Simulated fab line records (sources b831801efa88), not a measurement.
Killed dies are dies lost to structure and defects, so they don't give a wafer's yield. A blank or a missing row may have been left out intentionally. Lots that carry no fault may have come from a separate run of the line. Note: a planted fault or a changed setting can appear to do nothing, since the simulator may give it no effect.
What tool caused it? || flow gf180mcu || 18 wafers from 6 lots sampled at 2 of the route's 602 steps

WHAT THE GAUGES SHOWED, per wafer
GF_V4_THK_MEAS_25: measures by xrf.
{"lot": "L161", "measured": "day 25 07:52", "on": "film-metro-01", "V4_W_THK (nm)": "352 356 357"}
{"lot": "L163", "measured": "day 26 06:07", "on": "film-metro-04", "V4_W_THK (nm)": "366 364 367"}
{"lot": "L165", "measured": "day 26 18:38", "on": "film-metro-02", "V4_W_THK (nm)": "358 364 362"}
{"lot": "L168", "measured": "day 27 20:14", "on": "film-metro-02", "V4_W_THK (nm)": "359 355 361"}
{"lot": "L174", "measured": "day 29 16:40", "on": "film-metro-02", "V4_W_THK (nm)": "359 361 360"}
{"lot": "L179", "measured": "day 30 20:37", "on": "film-metro-02", "V4_W_THK (nm)": "367 370 370"}

EACH LOT AND THE TOOL THAT RAN IT (in order: tool; ch and the chambers of the sampled wafers; start)
{"lot": "L161", "GF_PSD_STRIP_10": "plasma-asher-02 ch 0,1, day 15 03:40"}
{"lot": "L163", "GF_PSD_STRIP_10": "plasma-asher-02 ch 0,1, day 16 02:13"}
{"lot": "L165", "GF_PSD_STRIP_10": "plasma-asher-02 ch 0,1, day 16 17:05"}
{"lot": "L168", "GF_PSD_STRIP_10": "plasma-asher-04 ch 0,1, day 17 19:54"}
{"lot": "L174", "GF_PSD_STRIP_10": "plasma-asher-02 ch 0,1, day 19 23:44"}
{"lot": "L179", "GF_PSD_STRIP_10": "plasma-asher-04 ch 0,1, day 21 12:40"}
- GF_PSD_STRIP_10: strips in O2/N2.

THE ANSWER, worked out from the rows above alone
Rule: usual is defined by the lots themselves. Put in order of their means at a reading, lots are off if they are a third of the lots or fewer, leave a main group of 4 or more, and stand apart from it by a gap of 3 or more times the standard deviation of the main group's means; of several such gaps the widest counts. A main group is skipped when, at the precision printed for the reading in the tables above, its means are all equal. A lot without any number at a reading at which 4 lots or more have one is off too. Any other lot the step has rows for is counted as sound.
No lot is off at any reading shown: from this, nothing can be told.

WHAT THE SIMULATOR HAD PUT IN
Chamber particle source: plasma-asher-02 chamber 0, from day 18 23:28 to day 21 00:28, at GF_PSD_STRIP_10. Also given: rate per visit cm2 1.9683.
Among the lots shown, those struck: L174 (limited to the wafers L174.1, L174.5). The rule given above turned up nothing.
